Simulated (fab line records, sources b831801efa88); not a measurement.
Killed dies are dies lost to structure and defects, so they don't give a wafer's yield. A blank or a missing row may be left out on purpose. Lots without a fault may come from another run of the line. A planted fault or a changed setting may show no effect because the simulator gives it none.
A struck lot beside a sound one | flow gf180mcu | 15 steps out of a route of 602
Sound: wafers L546.2, L546.4, L546.6. Struck: wafers L539.1, L539.5. (L539.3 of the same lot was not struck and is left out.) The cause comes at the end.
At each step with rows: each side's tool, then ch and its chambers, then its first start. Under that, the readings that differ: sound wafers | struck wafers | difference of the means | sigmas: that difference in standard deviations of wafers without a fault.
alike: readings whose means differ by less than 2 such deviations, and words and numbers that are the same on both sides. not compared: withheld readings, readings that some wafer has no value for, bounds like >300 that may hide the same value, and numbers for which the record gives no deviation and whose values overlap.
The two part at a step that has a row with sigmas, a row that says differs or no value, or rows on one side only. Numbers that don't overlap but have no deviation are shown without sigmas and don't part them. A reading that every wafer of one side lacks parts them only if that side has two wafers or more.

first, 1 step without rows for these wafers: GF_SALICIDE_WET_ETCH_01 (etches SiO2 in dHF, target depth 5 nm, time 100 s).
GF_SALICIDE_SPUTTER_02: material Co, target thk 10 nm, time 20 s.
  sound on pvd_sputter-04, day 20 22:49; struck on pvd_sputter-01, day 18 05:41
  alike: throttle_valve_pct
GF_SALICIDE_SPUTTER_03: material TiN, target thk 20 nm, time 16.7 s.
  sound on pvd_sputter-04, day 20 22:50; struck on pvd_sputter-01, day 18 05:43
  alike: throttle_valve_pct
GF_SALICIDE_RS_MEAS_04: measures by four-point-probe.
  sound on film_metro-03, day 20 22:53; struck on film_metro-03, day 18 05:44
  alike: SALICIDE_TIN_RS
GF_SALICIDE_THK_MEAS_05: measures by xrf.
  sound on film_metro-03, day 20 22:59; struck on film_metro-03, day 18 05:52
  reading               | sound             | struck      | difference | sigmas
  SALICIDE_TIN_THK (nm) | 19.94 19.96 19.91 | 20.48 20.57 | +0.59      | +2
GF_SALICIDE_RTA_06: time 30 s.
  sound on rtp_anneal-02 ch 0, day 20 23:04; struck on rtp_anneal-01 ch 0, day 18 05:55
  alike: chamber_o2_ppm, lamp_power_pct, wafer_temp_C_max
then, 1 step without rows for these wafers: GF_SALICIDE_WET_ETCH_07 (etches the open film in SPM, target depth 120 nm).
GF_SALICIDE_RTA_08: time 30 s.
  sound on rtp_anneal-01 ch 0, day 20 23:16; struck on rtp_anneal-02 ch 0, day 18 06:07
  reading            | sound          | struck    | difference | sigmas
  lamp_power_pct (%) | 20.9 20.9 20.8 | 18.7 18.6 | -2.2       | -2
  alike: chamber_o2_ppm, wafer_temp_C_max
then, 1 step without rows for these wafers: GF_CONTACT_CVD_00 (deposits SiO2, target thk 300 nm, time 50 s).
GF_CONTACT_THK_MEAS_01:
  sound on film_metro-03, day 20 23:23; struck on film_metro-01, day 18 06:16
  alike: CONTACT_CVD_00_THK
GF_CONTACT_CVD_02: deposits SiO2 from TEOS, target thk 860 nm, time 95.992 s.
  sound on pecvd-04 ch 1,2, day 20 23:26; struck on pecvd-03 ch 1, day 18 06:19
  alike: heater_power_w
GF_CONTACT_THK_MEAS_03:
  sound on film_metro-01, day 20 23:31; struck on film_metro-03, day 18 06:23
  alike: CONTACT_CVD_02_THK
GF_CONTACT_CMP_04: polishes SiO2.
  sound on cmp-01 ch 0,1,3, day 20 23:34; struck on cmp-02 ch 0,3, day 18 06:27
  reading                | sound       | struck | difference | sigmas
  time_to_endpoint_s (s) | 107 107 103 | 64 66  | -41        | -7
  alike: motor_current_A, slurry_filter_dp_kPa
GF_CONTACT_BOW_MEAS_05:
  sound on film_metro-02, day 20 23:53; struck on film_metro-02, day 18 06:45
  alike: CONTACT_BOW
then, 1 step without rows for these wafers: GF_PASSIVATION_PROBE_99.

WHERE THEY PART
First at GF_SALICIDE_THK_MEAS_05; last, within this record, at GF_CONTACT_CMP_04. Later steps at which nothing parts them and some readings are alike: GF_CONTACT_BOW_MEAS_05.

WHY: what the simulator had put in
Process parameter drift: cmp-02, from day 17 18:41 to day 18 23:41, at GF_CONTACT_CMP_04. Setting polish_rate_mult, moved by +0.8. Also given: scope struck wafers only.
